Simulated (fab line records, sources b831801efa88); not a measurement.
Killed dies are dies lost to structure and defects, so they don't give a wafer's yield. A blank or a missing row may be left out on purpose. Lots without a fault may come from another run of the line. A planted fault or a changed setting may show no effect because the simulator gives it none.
fab line records | flow sky130
record lots=4 wafers=12 last_day=50
route steps=708 shown GATE_OXIDE@192 POLY_GATE@204 RES_PROTECT@206 PAD_OPEN@708
lots that met no fault: from a run of the same line without faults
start_h: hours from the record's first day to the start of the lot's first wafer shown | wait_h: hours since the lot's step before | " the same as in the row above | L1.1+2: a row that stands for several wafers | - no value, or no start given | * or withheld: withheld | < > ~ a bound
route shown NAME@n: a module of which the file shows steps, and the number in the route of the first | usual: mean/standard deviation of fault-free wafers | same: alike in all rows | chamber/n: place in a boat | sites: the reading at each site | _std_site: their standard deviation | _edge_site: outer sites' mean less inner sites' | radius_mm: how far each site lies from the wafer's centre | mask NAME#n: copy n | behind: the tool/chamber that last shaped the wafer | hold: why the lot was held/for how many hours/how that ended | device: the transistor (n, p or np) that didn't switch | end of line: the same wafers' tests at the end of the route | a step without rows: its recipe alone | killed: dies lost to structure and defects at the first sort, not the wafer's yield | map: a wafer's dies, x killed, . not, _ none there
set.NAME: the setting as run; set.NAME@STEP: as run at that earlier step | model.NAME: the simulator's own value behind a step, which no gauge read
lots at some steps of the route; a table a step, a row a wafer
services: from which hour (start_h, from the record's first day; less than 0 if before it) a tool's chamber was out of use, for how many hours, and why
## steps
# step SKY_GATE_OXIDE_COAT_05
# recipe resist=NOVOLAK spin_rpm=3000 resist_thk_nm=1140
# step SKY_GATE_OXIDE_SOFTBAKE_06
# recipe temp_c=90 time_s=60 resist=NOVOLAK
# step SKY_GATE_OXIDE_EXPOSE_07
# recipe mask_id=LVOM na=0.6 source_shape=conventional sigma_outer=0.6 polarization=unpolarized target_cd_nm=600 dose_mj=170
# step SKY_GATE_OXIDE_PEB_08
# recipe temp_c=withheld time_s=* resist=NOVOLAK
# step SKY_GATE_OXIDE_DEVELOP_09
# recipe resist=NOVOLAK developer=TMAH develop_time_s=60 dev_temp_c=23
# step SKY_GATE_OXIDE_IMPLANT_11
# recipe species=B energy_kev=10 dose_cm2=2.6e+12 tilt_deg=withheld
# step SKY_GATE_OXIDE_WET_ETCH_12
# recipe chemistry=dHF target_depth_nm=16.8 dry=n2_spin target=SiO2 dilution=100:1 temp_c=25 time_s=336
# step SKY_GATE_OXIDE_STRIP_13
# recipe chemistry=O2/N2 power_w=1400 pressure_mtorr=1500 platen_temp_c=withheld o2_flow_sccm=3000 n2_flow_sccm=300 overash_fraction=0.5
# step SKY_GATE_OXIDE_CLEAN_15
# recipe chemistry=SC1/SC2 mix=1:4:20 temp_c=70 time_s=150 dry=n2_spin
# step SKY_GATE_OXIDE_OXIDATION_16
# recipe temp_c=800 ambient=O2 idle_temp_c=700 ramp_up_c_per_min=10 ramp_down_c_per_min=3 stabilise_s=600 purge_s=300 target_thk_a=35.7 ox_time_s=1915
# step SKY_POLY_GATE_CVD_00
# recipe material=poly-Si target_thk_nm=180 temp_c=620 time_s=720 pressure_mtorr=200
# usual pressure_mtorr=200.0/0.38 spike_tc_centre_C=622.6/1.1
# columns lot.wafer tool chamber start_h wait_h pressure_mtorr spike_tc_centre_C model.poly-Si_of_POLY_GATE_CVD_00.thk_nm
L237.2 lpcvd-01 1 349.67 0.0 200.1 621.7 179.2
L237.3 " 1 " " 200.2 622.9 179.5
L237.4 " 1 " " 200.1 622.4 178.2
L238.1 lpcvd-01 0 360.41 0.0 159.5 622.8 161.8
L238.3 " 0 " " 159.8 622.2 162.5
L238.5 " 0 " " 159.4 622.2 163.1
L240.1 lpcvd-01 0 378.94 0.0 160.5 623.5 162
L240.4 " 0 " " 160.2 621.8 163.6
L240.6 " 0 " " 160.5 623.7 162
L253.1 lpcvd-01 1 493.04 0.0 200.3 621.8 181.4
L253.2 " 1 " " 200.4 623.0 181.3
L253.3 " 1 " " 199.9 622.4 182.2
# step SKY_POLY_GATE_THK_MEAS_01
# recipe reads=poly-Si_of_POLY_GATE_CVD_00
# usual POLY_GATE_CVD_00_THK=181.0/1.9
# columns lot.wafer tool chamber start_h wait_h POLY_GATE_CVD_00_THK[nm]
L237.2 film_metro-02 - 350.88 0.0 179.2
L237.3 " - " " 179.5
L237.4 " - " " 178.2
L238.1 film_metro-04 - 361.61 0.0 161.9
L238.3 " - " " 162.7
L238.5 " - " " 163.2
L240.1 film_metro-04 - 380.14 0.0 161.9
L240.4 " - " " 163.5
L240.6 " - " " 162.1
L253.1 film_metro-04 - 495.74 0.0 181.3
L253.2 " - " " 181.4
L253.3 " - " " 182.2
# step SKY_RES_PROTECT_DEHYDRATE_00
# recipe temp_c=200 time_s=60
# step SKY_RES_PROTECT_HMDS_01
# recipe prime_time_s=60 prime_temp_c=120
# step SKY_RES_PROTECT_COAT_02
# recipe resist=NOVOLAK spin_rpm=3000 resist_thk_nm=1140
# step SKY_RES_PROTECT_SOFTBAKE_03
# recipe temp_c=90 time_s=60 resist=NOVOLAK
# step SKY_RES_PROTECT_EXPOSE_04
# recipe mask_id=RPM na=0.6 source_shape=conventional sigma_outer=0.6 polarization=unpolarized target_cd_nm=1270 dose_mj=131
# step SKY_RES_PROTECT_PEB_05
# recipe temp_c=withheld time_s=* resist=NOVOLAK
# step SKY_RES_PROTECT_DEVELOP_06
# recipe resist=NOVOLAK developer=TMAH develop_time_s=60 dev_temp_c=23
# step SKY_POLY_GATE_IMPLANT_02
# recipe species=P energy_kev=30 dose_cm2=7.7e+15 tilt_deg=0
# step SKY_RES_PROTECT_STRIP_07
# recipe chemistry=O2/N2 power_w=1400 pressure_mtorr=1500 platen_temp_c=withheld o2_flow_sccm=3000 n2_flow_sccm=300 overash_fraction=0.5
# step SKY_RES_PROTECT_CLEAN_09
# recipe chemistry=SC1/SC2 mix=1:4:20 temp_c=70 time_s=150 dry=n2_spin
# usual bath_heat_duty_pct=13.1/1.6
# columns lot.wafer tool chamber start_h wait_h bath_heat_duty_pct model.poly-Si_of_POLY_GATE_CVD_00.thk_nm
L237.2 wet_bench-02 2 378.90 0.0 12.1 178.6
L237.3 " 2 " " 12.8 178.8
L237.4 " 2 " " 13.0 177.6
L238.1 wet_bench-01 1 389.85 0.1 11.2 161.2
L238.3 " 1 " " 12.3 161.8
L238.5 " 1 " " 11.8 162.5
L240.1 wet_bench-01 2 409.95 0.1 14.5 161.4
L240.4 " 2 " " 15.2 162.9
L240.6 " 2 " " 15.4 161.4
L253.1 wet_bench-02 2 526.39 0.1 12.6 180.8
L253.2 " 2 " " 12.5 180.7
L253.3 " 2 " " 12.6 181.6
# step SKY_POLY_GATE_CVD_03
# recipe material=Si3N4 precursor=DCS/NH3 target_thk_nm=75 temp_c=770 time_s=1290 pressure_mtorr=250
# step SKY_POLY_GATE_DEHYDRATE_05
# recipe temp_c=200 time_s=60
# step SKY_POLY_GATE_HMDS_06
# recipe prime_time_s=60 prime_temp_c=120
# step SKY_POLY_GATE_COAT_07
# recipe resist=BARC temp_c=withheld time_s=withheld spin_rpm=3000 resist_thk_nm=110
# step SKY_POLY_GATE_COAT_08
# recipe resist=KrF-thick spin_rpm=3000 resist_thk_nm=450
# step SKY_POLY_GATE_SOFTBAKE_09
# recipe temp_c=100 time_s=90 resist=KrF-thick
# step SKY_POLY_GATE_EXPOSE_10
# recipe mask_id=P1M na=0.68 source_shape=conventional sigma_outer=0.6 target_cd_nm=150 dose_mj=28
# step SKY_POLY_GATE_PEB_11
# recipe peb_temp_c=withheld peb_time_s=withheld resist=KrF-thick
# step SKY_POLY_GATE_DEVELOP_12
# recipe develop_time_s=60 resist=KrF-thick dev_temp_c=21
# step SKY_POLY_GATE_ETCH_15
# recipe chemistry=N2/H2 target=BARC ion_energy_ev=200 source_w=500 bias_w=100 pressure_mtorr=30 n2_flow_sccm=100 h2_flow_sccm=200 stop_on=SiO2 time_s=118.5 target_depth_a=1100
# step SKY_POLY_GATE_ETCH_16
# recipe stop_on=poly-Si chemistry=CH3F/O2 target=Si3N4 source_w=400 bias_w=80 pressure_mtorr=25 ch3f_flow_sccm=40 O2_flow_sccm=30 time_s=147.5 target_depth_a=750
# step SKY_POLY_GATE_ETCH_17
# recipe target_depth_nm=180 stop_on=SiO2 over_etch_frac=0.56667 chemistry=HBr/Cl2 target=poly-Si icp_w=400 bias_w=100 pressure_mtorr=10 HBr_flow_sccm=150 Cl2_flow_sccm=50 time_s=70.5
# usual HBr_flow_sccm=150.0/0.49 chamber_pressure_mTorr=10.000/0.0097 drypump_motor_current_A=5.6/0.51 mfc_cl2_sccm=50.01/0.16 oes_product_au=0.988/0.0081 rf_fwd_power_W=397.3/1.3 throttle_valve_pct=33.684/0.0088
# columns lot.wafer tool chamber start_h wait_h HBr_flow_sccm chamber_pressure_mTorr drypump_motor_current_A mfc_cl2_sccm oes_product_au rf_fwd_power_W rf_hours_counter_h throttle_valve_pct model.POLY_GATE.feature_depth_nm model.etch.depth_nm
L237.2 rie_si-01 2 410.32 0.0 149.4 10.001 6.4 49.58 0.990 398.4 34 33.687 178.6 178.6
L237.3 " 1 " " 149.4 10.001 5.3 49.83 0.990 397.3 1 33.689 176.5 176.5
L237.4 " 3 " " 150.7 10.001 4.9 50.00 0.987 398.2 0 33.706 177.6 177.6
L238.1 rie_si-02 0 421.55 0.0 149.9 10.002 5.8 49.98 0.924 398.1 34 33.677 161.2 161.2
L238.3 " 1 " " 149.4 10.003 5.1 50.41 0.925 397.7 62 33.679 161.8 161.8
L238.5 " 1 " " 149.8 9.988 5.1 50.18 0.928 396.4 - 33.669 162.5 162.5
L240.1 rie_si-01 3 443.25 0.0 150.1 10.003 4.9 50.24 0.926 397.5 1 33.693 161.4 161.4
L240.4 " 1 " " 149.8 10.001 5.3 50.24 0.940 396.8 1 33.685 162.9 162.9
L240.6 " 1 " " 151.0 10.011 5.4 50.18 0.917 398.4 - 33.689 161.4 161.4
L253.1 rie_si-01 3 557.15 0.0 149.9 9.988 4.9 50.12 0.992 399.1 1 33.683 180.6 180.6
L253.2 " 2 " " 149.5 10.000 6.5 49.94 1.005 394.2 35 33.682 180.7 180.7
L253.3 " 0 " " 149.8 10.003 5.2 49.67 0.999 397.4 5 33.683 181.6 181.6
# step SKY_POLY_GATE_STRIP_18
# recipe chemistry=O2/N2 power_w=1400 pressure_mtorr=1500 platen_temp_c=withheld o2_flow_sccm=3000 n2_flow_sccm=300 overash_fraction=0.5
# step SKY_PAD_OPEN_PROBE_99
# usual killed_at_M0_to_M3=42/6.6 killed_at_M4_up=3.1/1.9 killed_at_contacts=25/5.7 killed_at_front_end=16/5 killed_dies=86/9.6 killed_open=47/7.2 killed_short=39/6.2
# same gross_dies=492 killed_at_back_side=0 killed_at_other=0
# columns lot.wafer tool chamber start_h wait_h killed_at_M0_to_M3 killed_at_M4_up killed_at_contacts killed_at_front_end killed_dies killed_open killed_short model.etest.res_high_po.line_ohm_um model.etest.res_poly.line_ohm_um model.etest.licon_high_po.rc_ohm model.etest.res_high_po.rs_ohm_sq model.etest.cap_li_to_poly.c_af_um2 model.etest.res_poly.rs_ohm_sq
L237.2 prober-01 - 1105.55 0.1 42 2 19 8 71 35 36 739.5 519.2 341.3 257.1 98.6 46.84
L237.3 prober-01 - 1105.60 0.2 44 2 19 12 77 46 31 760 516.1 359.9 264.1 98.86 47.82
L237.4 prober-01 - 1105.65 0.2 45 4 22 8 79 41 38 726.3 506.8 338.6 258.1 99.84 47.24
L238.1 prober-02 - 1118.86 0.1 49 5 29 15 98 54 44 754.3 514.3 324.2 269.4 97.44 51.03
L238.3 prober-02 - 1118.96 0.2 42 2 26 14 84 42 42 768 537.2 329.7 273.9 93.08 51.54
L238.5 prober-02 - 1119.06 0.2 38 1 24 21 84 54 30 772.9 527.2 333.1 272.7 93.42 51.81
L240.1 prober-02 - 1130.08 0.1 50 4 30 25 109 58 51 813.7 569.1 350.8 285.4 96.58 52.68
L240.4 prober-02 - 1130.23 0.2 37 5 22 17 81 39 42 789.7 563 319.7 273.4 91.66 51.1
L240.6 prober-02 - 1130.33 0.2 37 4 19 14 74 38 36 800.3 556.6 344.1 281.7 92.14 52.07
L253.1 prober-01 - 1195.50 0.1 45 2 18 11 76 35 41 729.6 497.9 355.1 258.4 103.2 47.61
L253.2 prober-01 - 1195.55 0.1 45 5 19 12 81 46 35 744.7 508.8 357 261.7 99.21 48.89
L253.3 prober-01 - 1195.60 0.2 48 4 21 20 93 41 52 742.2 500.7 362 258 98.72 47.77
# killed by level:class
L237.2 VIA3:geometric_particle:open=8 LI_CONTACT:geometric_particle:open=7 VIA1:geometric_particle:open=7 VIA1:geometric_particle:short=6 VIA2:geometric_particle:open=5 METAL1:geometric_particle:short=5 LI_CONTACT:geometric_particle:short=4 LOCAL_INTERCONNECT:geometric_particle:short=4
L237.3 VIA1:geometric_particle:open=13 VIA2:geometric_particle:open=10 CONTACT:geometric_particle:open=7 FIELD_ISO:geometric_particle:open=6 LOCAL_INTERCONNECT:geometric_particle:short=5 METAL1:geometric_particle:short=5 LI_CONTACT:geometric_particle:open=4 VIA2:geometric_particle:short=4
L237.4 VIA1:geometric_particle:open=11 METAL2:geometric_particle:short=8 CONTACT:geometric_particle:short=7 VIA2:geometric_particle:open=6 CONTACT:geometric_particle:open=5 METAL1:geometric_particle:short=4 LI_CONTACT:geometric_particle:open=4 VIA1:geometric_particle:short=4
L238.1 CONTACT:geometric_particle:open=12 VIA1:geometric_particle:open=12 VIA2:geometric_particle:open=9 LI_CONTACT:geometric_particle:open=7 CONTACT:geometric_particle:short=7 METAL2:geometric_particle:short=7 VIA1:geometric_particle:short=5 VIA3:geometric_particle:short=5
L238.3 VIA1:geometric_particle:open=9 LI_CONTACT:geometric_particle:open=7 VIA2:geometric_particle:open=7 FIELD_ISO:geometric_particle:short=6 CONTACT:geometric_particle:open=6 METAL1:geometric_particle:short=6 VIA1:geometric_particle:short=6 LOCAL_INTERCONNECT:geometric_particle:short=4
L238.5 CONTACT:geometric_particle:open=15 VIA1:geometric_particle:open=10 VIA3:geometric_particle:open=9 FIELD_ISO:geometric_particle:short=6 METAL2:geometric_particle:short=5 VIA2:geometric_particle:open=5 FIELD_ISO:geometric_particle:open=4 CONTACT:geometric_particle:short=4
L240.1 POLY_GATE:geometric_particle:short=12 VIA1:geometric_particle:open=12 CONTACT:geometric_particle:open=10 LI_CONTACT:geometric_particle:open=8 VIA2:geometric_particle:open=8 FIELD_ISO:geometric_particle:short=7 METAL1:geometric_particle:short=7 LI_CONTACT:geometric_particle:short=5
L240.4 VIA1:geometric_particle:open=9 METAL1:geometric_particle:short=7 POLY_GATE:geometric_particle:short=7 CONTACT:geometric_particle:short=6 CONTACT:geometric_particle:open=6 VIA3:geometric_particle:open=6 LI_CONTACT:geometric_particle:open=5 LOCAL_INTERCONNECT:geometric_particle:short=5
L240.6 VIA1:geometric_particle:open=13 CONTACT:geometric_particle:short=6 FIELD_ISO:geometric_particle:short=5 CONTACT:geometric_particle:open=5 VIA3:geometric_particle:short=5 LI_CONTACT:geometric_particle:open=4 FIELD_ISO:geometric_particle:open=3 POLY_GATE:geometric_particle:short=3
L253.1 METAL1:geometric_particle:short=10 VIA2:geometric_particle:open=9 CONTACT:geometric_particle:open=8 VIA1:geometric_particle:open=7 FIELD_ISO:geometric_particle:short=5 CONTACT:geometric_particle:short=4 METAL2:geometric_particle:short=4 VIA2:geometric_particle:short=4
L253.2 VIA3:geometric_particle:open=10 VIA2:geometric_particle:open=9 LI_CONTACT:geometric_particle:open=7 VIA1:geometric_particle:open=7 CONTACT:geometric_particle:open=5 VIA1:geometric_particle:short=5 FIELD_ISO:geometric_particle:short=4 METAL2:geometric_particle:short=4
L253.3 VIA1:geometric_particle:open=13 METAL2:geometric_particle:short=9 FIELD_ISO:geometric_particle:short=6 POLY_GATE:geometric_particle:short=6 CONTACT:geometric_particle:open=6 METAL1:geometric_particle:short=6 VIA2:geometric_particle:short=6 LOCAL_INTERCONNECT:geometric_particle:short=5
## services
# columns tool chamber start_h hours kind
rie_si-01 3 341.22 - clean
rie_si-01 3 341.22 16.2 scheduled_down
rie_si-01 3 341.22 16.2 vent_cycle
wet_bench-02 - 343.23 1.9 pm
rie_si-02 1 351.89 1.2 repair
rie_si-02 1 372.93 3.8 repair
rie_si-01 - 374.94 0.4 repair
rie_si-01 - 379.14 3.7 repair
rie_si-01 1 386.76 6.1 repair
rie_si-02 2 388.34 - clean
rie_si-02 2 388.34 23.0 scheduled_down
rie_si-02 2 388.34 23.0 vent_cycle
wet_bench-01 - 393.36 4.4 pm
rie_si-02 1 467.48 - clean
rie_si-02 1 467.48 15.5 scheduled_down
rie_si-02 1 467.48 15.5 vent_cycle
rie_si-02 1 490.70 2.3 repair
lpcvd-01 - 501.79 6.1 pm
rie_si-02 3 507.69 8.5 repair
rie_si-02 0 513.35 1.4 repair
rie_si-02 - 539.58 0.3 repair
rie_si-01 - 544.71 0.4 repair
rie_si-01 - 551.55 2.8 pm
## key
first_sign step=SKY_POLY_GATE_CVD_00 reading=pressure_mtorr direction=down sigmas=99+ usual=200.0 struck=160.0
effect step=SKY_POLY_GATE_THK_MEAS_01 reading=POLY_GATE_CVD_00_THK direction=down sigmas=9.9 usual=181.0 struck=162.5
effect step=SKY_POLY_GATE_ETCH_17 reading=oes_product_au direction=down sigmas=7.5 usual=0.988 struck=0.927
model_effect step=SKY_POLY_GATE_CVD_00 value=poly-Si_of_POLY_GATE_CVD_00.thk_nm without=181.5 struck=162.5
model_effect step=SKY_RES_PROTECT_CLEAN_09 value=poly-Si_of_POLY_GATE_CVD_00.thk_nm without=180.9 struck=161.9
model_effect step=SKY_POLY_GATE_ETCH_17 value=POLY_GATE.feature_depth_nm without=178.1 struck=161.9
model_effect step=SKY_PAD_OPEN_PROBE_99 value=etest.res_high_po.line_ohm_um without=732.8 struck=783.2
met_at SKY_POLY_GATE_CVD_00
struck_wafers L238.1,L238.3,L238.5,L240.1,L240.4,L240.6
tester_left_out L238,L240
fault kind=process_parameter_drift tool=lpcvd-01 chamber=0 onset_h=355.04 steps=SKY_POLY_GATE_CVD_00 channel=pressure_mtorr offset=-40 shape=step end_h=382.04 stated=200
# tester_left_out: of these lots the tester's yield and bins aren't shown, on N5 and GAA mostly nor the transistor test; their killed dies are dies lost to structure and defects alone, not to doping, threshold or leakage, so they don't give the yield
